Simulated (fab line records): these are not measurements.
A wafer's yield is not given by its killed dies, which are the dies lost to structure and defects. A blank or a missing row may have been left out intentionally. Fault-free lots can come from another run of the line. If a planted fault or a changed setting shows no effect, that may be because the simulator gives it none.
A struck lot beside a sound one	flow sky130	37 out of 708 route steps
Sound: the wafers L531.2, L531.4, L531.5. Wafers L536.1, L536.3, L536.4 were the ones struck. The cause is named last.
Order at every step that has rows: each side's tool, ch and its chambers, its first start. Under that, the readings that differ: sound wafers	struck wafers	difference of the means	sigmas: that difference in standard deviations of wafers without a fault.
alike: same words and numbers on both sides, and readings whose means sit less than 2 such deviations apart. not compared: any withheld reading, any reading some wafer has no value for, any bound like >300 that may hide the same value, and any number with overlapping values for which the record gives no deviation.
Wherever a step has rows on one side only, a row that says differs or no value, or a row with sigmas, the two part there. Numbers that don't overlap but have no deviation are shown without sigmas and don't part them. A reading missing from all wafers of one side parts the sides only when that side holds two or more wafers.

first, 10 steps without rows for these wafers: SKY_VIA3_ETCH_15 (etches SiO2 in C4F8/O2/Ar, stops on TiN, target depth 507 nm, time 78 s); SKY_VIA3_STRIP_16 (strips in O2/N2); SKY_VIA3_STRIP_17 (strips in post etch residue remover, time 1200 s); SKY_VIA3_CLEAN_18 (cleans in IPA, time 180 s); SKY_VIA3_CLEAN_19 (cleans in O3/DIW); SKY_VIA3_SPUTTER_20 (material TiN, target thk 20 nm, time 80 s); SKY_VIA3_CVD_21 (deposits W, target thk 390 nm, time 117.31 s); SKY_VIA3_CMP_24 (polishes, stops on SiO2, t overpolish 20 s, target thk 0 nm); SKY_METAL4_SPUTTER_00 (material Ti, target thk 15 nm, time 10 s); SKY_METAL4_SPUTTER_01 (material TiN, target thk 20 nm, time 16.7 s).
SKY_METAL4_SPUTTER_02: material AlCu, target thk 735 nm, time 39.1 s.
  struck on pvd sputter-04, day 44 16:14; sound on pvd sputter-04, day 42 11:31
reading	sound	struck	difference	sigmas
model.AlCu_of_METAL4_SPUTTER_02.thk nm (nm)	735.4 735.5 730.3	484.2 479.1 478.4	-253.2	
  alike: throttle valve pct
then, 24 steps without rows for these wafers: SKY_METAL4_SPUTTER_03 (material Ti, target thk 5 nm, time 3.3 s); SKY_METAL4_SPUTTER_04 (material TiN, target thk 70 nm, time 58.3 s); SKY_CAP2M_CVD_00 (deposits SiO2, target thk 15.5 nm); SKY_CAP2M_SPUTTER_02 (material TiN, target thk 200 nm, time 166.7 s); SKY_CAP2M_DEHYDRATE_05 (time 60 s); SKY_CAP2M_HMDS_06 (prime time 60 s); SKY_CAP2M_COAT_07 (resist thk 1140 nm); SKY_CAP2M_SOFTBAKE_08 (time 60 s); SKY_CAP2M_EXPOSE_09 (exposes mask CAP2M, target cd 1000 nm); SKY_CAP2M_PEB_10; SKY_CAP2M_DEVELOP_11 (develop time 60 s); SKY_CAP2M_METAL_ETCH_13 (etches TiN in Cl2/BCl3, stops on SiO2, target depth 220 nm, time 62.9 s); SKY_CAP2M_STRIP_14 (strips in O2/N2); SKY_CAP2M_STRIP_15 (strips in post etch residue remover, time 1200 s); SKY_CAP2M_CLEAN_16 (cleans in IPA, time 180 s); SKY_CAP2M_CLEAN_17 (cleans in O3/DIW); SKY_METAL4_DEHYDRATE_05 (time 60 s); SKY_METAL4_HMDS_06 (prime time 60 s); SKY_METAL4_COAT_07 (resist thk 60 nm); SKY_METAL4_COAT_08 (resist thk 1140 nm); SKY_METAL4_SOFTBAKE_09 (time 90 s); SKY_METAL4_EXPOSE_10 (exposes mask MM4, target cd 300 nm); SKY_METAL4_PEB_11; SKY_METAL4_DEVELOP_12 (develop time 60 s).
SKY_METAL4_METAL_ETCH_18: etches the open film in Cl2/BCl3, stops on SiO2, target depth 845 nm, time 183.1 s.
  sound on rie metal-02 ch 0,1, day 44 08:58; struck on rie metal-03 ch 0,1, day 46 11:16
reading	sound	struck	difference	sigmas
oes product au (a.u.)	0.872 0.864 0.875	0.719 0.720 0.722	-0.150	-25
  alike: bias w, drypump motor current A, he backside leak sccm, mfc cl2 sccm, throttle valve pct
  not compared: rf hours counter h
-- the record jumps here: 3 days lie between the struck wafers' starts before and after (it left off in module METAL4 and takes up again in module PAD_OPEN, whose first step shown is number 708 of the route) --
SKY_PAD_OPEN_PROBE_99:
  struck on prober-01, day 49 20:10; sound on prober-01, day 48 02:40
reading	sound	struck	difference	sigmas
model.etest.met4.line ohm um	0.1421 0.1429 0.142	0.2135 0.2184 0.2135	+0.0728	
model.etest.via4 chain.rc ohm	0.7771 0.8123 0.8034	0.837 0.8706 0.8673	+0.061	
model.etest.met4.rs ohm sq	0.04268 0.04269 0.04288	0.06526 0.06636 0.06508	+0.02282	
  alike: defect limited yield, killed_at_M0_to_M3, killed_at_M4_up, killed at contacts, killed at front end, killed at other, killed dies, killed open, killed short, sort_bin_3_pad_short, sort_bin_5_function, sort_bin_6_memory, sort n pass, sort yield pct

== WHERE THEY PART ==
Only at SKY_METAL4_METAL_ETCH_18, within this record. Later steps at which nothing parts them and some readings are alike: SKY_PAD_OPEN_PROBE_99.

WHY: the cause the simulator had injected
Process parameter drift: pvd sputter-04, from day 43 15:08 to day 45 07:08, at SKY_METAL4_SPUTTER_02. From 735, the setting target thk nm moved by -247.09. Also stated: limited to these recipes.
